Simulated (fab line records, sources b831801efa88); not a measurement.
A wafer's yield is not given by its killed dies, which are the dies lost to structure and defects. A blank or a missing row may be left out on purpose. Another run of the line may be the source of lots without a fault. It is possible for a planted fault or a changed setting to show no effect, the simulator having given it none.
Which tool is to blame? | flow sky130 | route of 708 steps, sampled at 1 step: 7 lots, 21 wafers

== WHAT THE GAUGES READ, wafer by wafer ==
SKY_CONTACT_THK_MEAS_26: measures by xrf.
lot  | measured     | on           | CONTACT_W_THK (nm)
L766 | day 32 09:10 | filmMetro-02 | 338 336 335
L770 | day 33 15:59 | filmMetro-01 | 340 340 338
L771 | day 34 04:58 | filmMetro-02 | 338 344 330
L774 | day 35 22:00 | filmMetro-03 | 342 338 334
L777 | day 36 08:34 | filmMetro-03 | 341 342 342
L781 | day 37 07:52 | filmMetro-01 | 334 334 333
L786 | day 38 17:10 | filmMetro-02 | 338 336 335

== EACH LOT AND THE TOOL THAT RAN IT (in order: tool; ch and the chambers of the sampled wafers; start) ==
There is no process step in the record ahead of these readings.

== THE ANSWER, worked out from the rows above alone ==
Rule: what is usual is taken from the lots themselves. Put in order of their means at a reading, lots are off if they are a third of the lots or fewer, leave a main group of 4 or more, and stand apart from it by a gap of 3 or more times the standard deviation of the main group's means; of several such gaps the widest counts. A main group is skipped when, at the precision printed for the reading in the tables above, its means are all equal. A lot without any number at a reading at which 4 lots or more have one is off too. All remaining lots with rows at the step are treated as sound.
None of the lots is off at any reading shown; this tells nothing.

== WHAT HAD BEEN PUT IN BY THE SIMULATOR ==
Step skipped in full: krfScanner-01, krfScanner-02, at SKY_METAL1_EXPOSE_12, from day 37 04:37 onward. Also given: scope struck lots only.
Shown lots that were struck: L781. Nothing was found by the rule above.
